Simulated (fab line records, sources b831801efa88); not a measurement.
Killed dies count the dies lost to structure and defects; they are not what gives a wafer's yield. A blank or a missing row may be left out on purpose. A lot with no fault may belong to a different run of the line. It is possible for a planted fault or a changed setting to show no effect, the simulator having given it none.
Matching of chambers ; flow gf180mcu ; GF_V3_STRIP_19 on wetBench-03: 3 sister chambers
The step strips in post etch residue remover, time 1200 s. 6 wafers are shown with their chamber, then 7 later ones without.

== WAFERS WITH THEIR CHAMBER ==
wafer;chamber;bathHeatDutyPct (%);bathGuardTempC (C)
L899.2;0;12.7;72.1
L899.3;0;13.2;72.2
L908.3;3;14.7;71.8
L908.5;3;14.5;72.3
L917.1;1;15.6;72.2
L917.4;1;16.2;72.6

== WAFERS WITH NO CHAMBER GIVEN ==
wafer;bathHeatDutyPct (%);bathGuardTempC (C)
L917.5;16.8;72.6
L918.4;14.5;72.3
L918.5;16.1;72.6
L918.6;16.7;72.6
L920.1;16.4;72.4
L920.5;16.4;72.5
L920.6;15.3;72.4

== EACH ONE'S CHAMBER ==
wafer;from the rows above;in truth
L917.5;1;1
L918.4;3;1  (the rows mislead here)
L918.5;1;1
L918.6;1;1
L920.1;1;1
L920.5;1;1
L920.6;can't be placed: 1 or 3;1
5 of 7 placed correctly. Unplaceable from these rows: 1, with the true chamber sitting among the candidates in 1. Number placed wrongly: 1.
How it was worked out, from the rows above alone: a wafer's distance from a chamber is the root of the sum, over the readings, of the square of ((its reading less the chamber's mean) divided by the reading's scatter). The wafer belongs to the nearest chamber; if the next one is less than 2 further off, it can't be placed. A chamber's mean is the mean of its shown wafers. How the scatter is found: for the shown wafers, subtract from each reading the mean of its chamber, square and add these, divide the total by (wafers less chambers), then take the root.
